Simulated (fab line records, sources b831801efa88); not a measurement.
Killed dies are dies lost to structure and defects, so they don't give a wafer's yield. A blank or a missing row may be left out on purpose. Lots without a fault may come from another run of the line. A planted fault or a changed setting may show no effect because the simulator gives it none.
Which tool did it? | flow gf180mcu | 14 lots, 42 wafers sampled, at 5 steps of a route of 602

WHAT THE GAUGES READ, wafer by wafer
GF_HV_LDD_TW_MEAS_23.
lot  | measured     | on            | HV_LDD_2_TW
L679 | day 10 20:42 | film_metro-04 | 1062 1055 1060
L680 | day 11 05:08 | film_metro-04 | 1063 1061 1063
L682 | day 11 16:26 | film_metro-01 | 1068 1068 1071
L683 | day 11 23:21 | film_metro-01 | 1070 1066 1071
L684 | day 12 11:54 | film_metro-04 | 1314 1310 1311
L685 | day 13 06:37 | film_metro-03 | 1072 1064 1066
L688 | day 14 12:41 | film_metro-04 | 1038 1045 1043
L691 | day 14 23:42 | film_metro-03 | 1313 1321 1312
L693 | day 15 08:28 | film_metro-01 | 1065 1068 1069
L695 | day 15 21:45 | film_metro-01 | 1069 1069 1067
L697 | day 16 22:32 | film_metro-01 | 1069 1066 1067
L698 | day 17 09:32 | film_metro-03 | 1059 1062 1053
L699 | day 17 20:29 | film_metro-01 | 1065 1064 1062
L700 | day 17 20:04 | film_metro-01 | 1062 1058 1062

GF_HV_LDD_TW_MEAS_38.
lot  | measured     | on            | HV_LDD_3_TW
L679 | day 11 16:01 | film_metro-01 | 1456 1453 1447
L680 | day 12 00:39 | film_metro-03 | 1452 1453 1448
L682 | day 12 11:57 | film_metro-01 | 1455 1452 1441
L683 | day 12 19:36 | film_metro-03 | 1455 1454 1452
L684 | day 13 07:40 | film_metro-03 | 1454 1450 1448
L685 | day 14 03:09 | film_metro-03 | 1439 1437 1437
L688 | day 15 10:39 | film_metro-01 | 1452 1459 1451
L691 | day 15 21:54 | film_metro-04 | 1423 1418 1415
L693 | day 16 06:50 | film_metro-04 | 1412 1415 1413
L695 | day 16 19:59 | film_metro-04 | 1421 1418 1419
L697 | day 17 21:59 | film_metro-03 | 1446 1448 1453
L698 | day 18 09:23 | film_metro-04 | 1420 1421 1420
L699 | day 18 20:50 | film_metro-04 | 1426 1418 1421
L700 | day 18 20:37 | film_metro-03 | 1451 1446 1445

GF_V4_THK_MEAS_01.
lot  | measured     | on            | V4_CVD_00_THK (nm)
L679 | day 23 10:31 | film_metro-03 | 614 599 611
L680 | day 23 23:22 | film_metro-04 | 600 607 599
L682 | day 24 09:59 | film_metro-03 | 602 600 599
L683 | day 24 16:24 | film_metro-01 | 609 605 601
L684 | day 25 06:11 | film_metro-03 | 599 613 604
L685 | day 26 03:35 | film_metro-03 | 605 607 612
L688 | day 27 11:33 | film_metro-01 | 602 605 603
L691 | day 27 21:26 | film_metro-01 | 592 599 599
L693 | day 28 06:16 | film_metro-03 | 600 589 595
L695 | day 28 19:22 | film_metro-03 | 596 599 597
L697 | day 29 17:22 | film_metro-04 | 598 587 591
L698 | day 30 00:57 | film_metro-04 | 592 598 602
L699 | day 30 08:20 | film_metro-01 | 600 602 600
L700 | day 30 07:50 | film_metro-03 | 598 605 605

WHICH TOOL RAN EACH LOT (tool, then ch and the chambers of the sampled wafers, then the start)
lot  | GF_VT_IMPLANT_STRIP_42               | GF_HV_LDD_IMPLANT_21
L679 | plasma_asher-04 ch 0,1, day 7 15:25  | implanter-02 ch 0, day 10 20:28
L680 | plasma_asher-04 ch 0, day 7 22:19    | implanter-03 ch 0, day 11 04:53
L682 | plasma_asher-02 ch 0,1, day 8 10:22  | implanter-03 ch 0, day 11 16:13
L683 | plasma_asher-04 ch 0,1, day 8 15:20  | implanter-01 ch 0, day 11 23:08
L684 | plasma_asher-02 ch 0,1, day 9 02:16  | implanter-03 ch 0, day 12 11:20
L685 | plasma_asher-03 ch 0,1, day 9 18:11  | implanter-01 ch 0, day 13 06:22
L688 | plasma_asher-03 ch 0,1, day 10 19:08 | implanter-01 ch 0, day 14 12:26
L691 | plasma_asher-02 ch 0, day 11 07:14   | implanter-01 ch 0, day 14 23:05
L693 | plasma_asher-04 ch 0,1, day 11 15:16 | implanter-01 ch 0, day 15 08:14
L695 | plasma_asher-02 ch 0,1, day 12 02:50 | implanter-01 ch 0, day 15 21:30
L697 | plasma_asher-02 ch 0,1, day 13 02:22 | implanter-01 ch 0, day 16 22:17
L698 | plasma_asher-03 ch 0,1, day 13 10:52 | implanter-01 ch 0, day 17 09:19
L699 | plasma_asher-04 ch 0,1, day 13 18:53 | implanter-01 ch 0, day 17 20:16
L700 | plasma_asher-02 ch 0,1, day 13 19:42 | implanter-03 ch 0, day 17 19:51
- GF_VT_IMPLANT_STRIP_42: strips in O2/N2.
- GF_HV_LDD_IMPLANT_21

WHAT THE TOOLS THEMSELVES READ (means of the sampled wafers that have a number; where no wafer has one, the mark that the record gives instead)
GF_VT_IMPLANT_STRIP_42.
lot  | tool            | chamber_pressure_mTorr (mTorr) | drypump_motor_current_A (A) | heater_power_w (W) | oes_product_au (a.u.) | strip_time_to_endpoint_s (s)
L679 | plasma_asher-04 | 1499.9                         | 5.8                         | 326                | 0.716                 | 12.66
L680 | plasma_asher-04 | 1501.0                         | 5.6                         | 347                | 0.714                 | 12.65
L682 | plasma_asher-02 | 1500.6                         | 6.0                         | 367                | 0.718                 | 12.68
L683 | plasma_asher-04 | 1499.4                         | 6.0                         | 296                | 0.715                 | 12.65
L684 | plasma_asher-02 | 1500.3                         | 6.1                         | 329                | 0.716                 | 12.60
L685 | plasma_asher-03 | 1501.2                         | 5.2                         | 357                | 0.711                 | 12.59
L688 | plasma_asher-03 | 1498.5                         | 5.2                         | 351                | 0.720                 | 12.65
L691 | plasma_asher-02 | 1499.7                         | 5.9                         | 412                | 0.717                 | 12.68
L693 | plasma_asher-04 | 1499.4                         | 6.0                         | 296                | 0.716                 | 12.66
L695 | plasma_asher-02 | 1499.8                         | 6.1                         | 329                | 0.717                 | 12.64
L697 | plasma_asher-02 | 1500.9                         | 6.1                         | 334                | 0.712                 | 12.64
L698 | plasma_asher-03 | 1500.0                         | 5.3                         | 353                | 0.718                 | 12.65
L699 | plasma_asher-04 | 1501.2                         | 6.0                         | 297                | 0.715                 | 12.60
L700 | plasma_asher-02 | 1500.7                         | 6.0                         | 374                | 0.717                 | 12.60

THE ANSWER, worked out from the rows above alone
Rule: what is usual is taken from the lots themselves. Put in order of their means at a reading, lots are off if they are a third of the lots or fewer, leave a main group of 4 or more, and stand apart from it by a gap of 3 or more times the standard deviation of the main group's means; of several such gaps the widest counts. A main group whose means are all the same, to the digits that the tables above print for the reading, isn't used. A lot without any number at a reading at which 4 lots or more have one is off too. The other lots that the step has rows for count as sound. The gauges are gone through in route order, then the tools' own readings, and for those a lot's mean is taken as printed above. The first step at which some lot is off is used, and at that step the reading that is off furthest; a lot without a number counts as furthest.
Off: L684, L691, at GF_HV_LDD_TW_MEAS_23 (HV_LDD_2_TW). The main group: mean 1063, standard deviation 7.3.
A tool fits if, at a process step before that reading, it ran every lot that is off, and no sound lot after the first of them. The gauges at GF_HV_LDD_TW_MEAS_23 are tried like those tools. None of those tried fits.

WHAT THE SIMULATOR HAD PUT IN
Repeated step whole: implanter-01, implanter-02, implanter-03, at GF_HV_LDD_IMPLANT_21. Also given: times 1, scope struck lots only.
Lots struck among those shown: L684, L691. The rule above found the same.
